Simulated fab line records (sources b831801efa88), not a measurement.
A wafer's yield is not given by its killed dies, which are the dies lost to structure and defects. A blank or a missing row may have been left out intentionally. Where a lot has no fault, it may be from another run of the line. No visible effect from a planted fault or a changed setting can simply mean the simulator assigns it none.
A lot that was struck, set against a sound lot | flow gf180mcu | 17 out of 602 route steps
Sound: the wafers L455.1, L455.2, L455.3. Struck: wafers L459.2, L459.3, L459.4. Last of all comes the cause.
For every step that has rows: the tool of each side, followed by ch and its chambers, followed by its first start. Under that, the readings that differ: sound wafers | struck wafers | difference of the means | sigmas: that difference in standard deviations of wafers without a fault.
alike: same words and numbers on both sides, and readings whose means sit less than 2 such deviations apart. not compared: any withheld reading, any reading some wafer has no value for, any bound like >300 that may hide the same value, and any number with overlapping values for which the record gives no deviation.
A row with sigmas, a row that says differs or no value, or rows on one side alone: a step with any of these is where the two part. Numbers that don't overlap but have no deviation are shown without sigmas and don't part them. Lack of a reading on every wafer of one side parts them only where that side has two or more wafers.

first, 1 step without rows for these wafers: GF_STI_OXIDATION_01 (stabilise 600 s, purge 300 s, target thk 10 nm).
GF_STI_THK_MEAS_02:
  sound: filmMetro-02 at day 4 09:31; struck: filmMetro-04 at day 5 06:50
  alike: STI_OXIDATION_THK
then, 1 step without rows for these wafers: GF_STI_CVD_03 (deposits Si3N4 from DCS/NH3, target thk 207.16 nm, time 3551 s).
GF_STI_THK_MEAS_04:
  sound: filmMetro-04 at day 4 11:34; struck: filmMetro-02 at day 5 08:53
  alike: STI_CVD_03_THK
then, 7 steps without rows for these wafers: GF_STI_DEHYDRATE_05 (time 60 s); GF_STI_HMDS_06 (prime time 60 s); GF_STI_COAT_07 (resist thk 700 nm); GF_STI_SOFTBAKE_08 (time 60 s); GF_STI_EXPOSE_09 (exposes mask COMP, target cd 220 nm); GF_STI_PEB_10 (peb time 90 s); GF_STI_DEVELOP_11 (develop time 60 s).
GF_STI_CD_MEAS_12: target cd 220 nm.
  sound: cdSem-01 at day 5 01:04; struck: cdSem-02 at day 5 23:36
reading   | sound             | struck            | difference | sigmas
cdNm (nm) | 220.4 221.6 221.0 | 217.7 217.8 216.9 | -3.5       | -3
GF_STI_ETCH_13: etches the open film in CHF3/O2, stops on Si, target depth 282.31 nm, time 112.9 s.
  sound on rieDiel-03 ch 0,1,2, day 5 01:11; struck on rieDiel-03 ch 1,2,3, day 5 23:42
reading                             | sound             | struck                  | difference | sigmas
oesProductAu (a.u.)                 | 0.832 0.826 0.832 | 0.760 0.770 0.765       | -0.065     | -11
overEtchFrac                        | 0.3 0.3 0.3       | 0.49637 0.49637 0.49637 | +0.19637   | 
model.KrF_of_STI_COAT_07.thkNm (nm) | 433.7 438 443.3   | 404 400.2 401.8         | -36        | 
  alike: biasW, drypumpMotorCurrentA, throttleValvePct
  not compared: rfHoursCounterH
GF_STI_ETCH_14: etches Si in HBr/Cl2/O2, target depth 360 nm, time 102.9 s.
  sound on rieSi-01 ch 1,2,3, day 5 01:16; struck on rieSi-02 ch 0,1,2, day 5 23:47
reading                             | sound           | struck            | difference | sigmas
model.KrF_of_STI_COAT_07.thkNm (nm) | 314.8 318 323.6 | 281.1 281.6 283.6 | -36.7      | 
  alike: biasW, drypumpMotorCurrentA, heBacksideLeakSccm, oesProductAu, throttleValvePct
  not compared: rfHoursCounterH
GF_STI_STRIP_15: strips in O2/N2.
  sound on plasmaAsher-02 ch 0,1, day 5 01:20; struck on plasmaAsher-02 ch 0,1, day 5 23:51
reading                  | sound             | struck            | difference | sigmas
oesProductAu (a.u.)      | 0.377 0.383 0.385 | 0.366 0.367 0.373 | -0.013     | -2
stripTimeToEndpointS (s) | 3.66 3.72 3.77    | 3.32 3.32 3.33    | -0.39      | -9
  alike: drypumpMotorCurrentA, heaterPowerW
  not compared: rfHoursCounterH
then, 2 steps without rows for these wafers: GF_STI_CLEAN_16 (cleans in dHF, time 25 s); GF_PASSIVATION_PROBE_99.

## WHERE THEY PART
At GF_STI_CD_MEAS_12 first; at GF_STI_STRIP_15 last (within this record only).

WHY: the cause the simulator had injected
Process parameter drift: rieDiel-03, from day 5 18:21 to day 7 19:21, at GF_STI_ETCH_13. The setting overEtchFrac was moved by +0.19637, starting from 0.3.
